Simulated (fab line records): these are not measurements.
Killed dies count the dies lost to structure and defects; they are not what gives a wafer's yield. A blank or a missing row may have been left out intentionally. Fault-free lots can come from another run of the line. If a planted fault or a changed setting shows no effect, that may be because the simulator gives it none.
8D (eight disciplines) problem report, filled in by code :: flow gf180mcu :: the parts of the form that need people (team, actions taken, sign-off) are left out

== 1. THE ISSUE ==
At GF_M4_SOFTBAKE_10, run_length_s averages 92.03 s over 6 wafers from 2 lots, while fault-free wafers read 89.14 s, standard deviation 0.3. That is +9.6 standard deviations from the usual mean.
The step: time 60 s.
First observed at day 28 07:30: wafer L293.2, on litho_track-04. At this step, 39 wafers from 13 lots have a number in the record. Rule for "out" (also "out of limits"): further than 4 standard deviations from the usual mean. All remaining wafers that have a number are taken as sound.

== 2. WHAT IT IS; WHAT IT IS NOT ==
question: which readings at this step
is: run_length_s
is not: plate_temp_C

question: which lots
is: L293, L294
is not: L277, L278, L280, L281, L282, L283, L285, L287, L297, L298, L299

question: which wafers of those lots
is: all that have a number
is not: -

question: read on which tools
is: litho_track-04
is not: litho_track-01, litho_track-02

question: when
is: from day 28 07:30
is not: up to then (24 sound wafers); but 9 sound wafers of L297, L298, L299 came after

== 3. WHAT RULES OUT EACH SUSPECT ==
Counting: a tool at a process step up to the reading stays a suspect if it ran every lot that is out and no sound lot after the first of them.
- cmp-01 at GF_V3_CMP_26 (polishes, stops on SiO2, t overpolish 15 s, target thk 0 nm): ruled out as a lasting fault. Sound lots L298, L299 ran on it after its first lot that is out, L293 (day 27 21:20).
- litho_track-04 at GF_M4_SOFTBAKE_10 (time 60 s): kept. Every lot that is out went through it, starting with L293 (day 28 07:30), and after that it ran no sound lot; the last sound lot it ran before then is L287 (day 26 11:24). Out on those wafers are its own readings of run_length_s.
Remaining after the count: litho_track-04 at GF_M4_SOFTBAKE_10.

== 4. THE CAUSE (what the simulator had put in) ==
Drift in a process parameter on litho_track-04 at GF_M4_SOFTBAKE_10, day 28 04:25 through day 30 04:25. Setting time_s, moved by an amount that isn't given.
The count eliminated every tool but this one.

== 5. THE CHAIN OF EFFECTS, in route order ==
Rows list readings where the struck wafers' mean (over those with a number) sits beyond 3 standard deviations from the usual. Only readings for which the record gives a usual standard deviation are gone through. hours: the time from each lot's start at the first step in this table that gives one to its start at this step, as a median over the lots. sigmas: the change in usual standard deviations.
hours: 0
step: GF_M4_SOFTBAKE_10
reading: run_length_s
usual: 89.14 s
on struck wafers: 92.03
change: +2.89
sigmas: +9.6
Its process steps:
- GF_M4_SOFTBAKE_10: time 60 s.
At these later measuring or inspecting steps, every struck wafer for which the step has a row has a number for every such reading, and none has moved that far: GF_M4_OVL_MEAS_15.

== 6. WHAT WOULD HAVE CAUGHT IT SOONER ==
3 hours passed between the start of the fault at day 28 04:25 and the first reading out of limits in this record, taken at day 28 07:30.
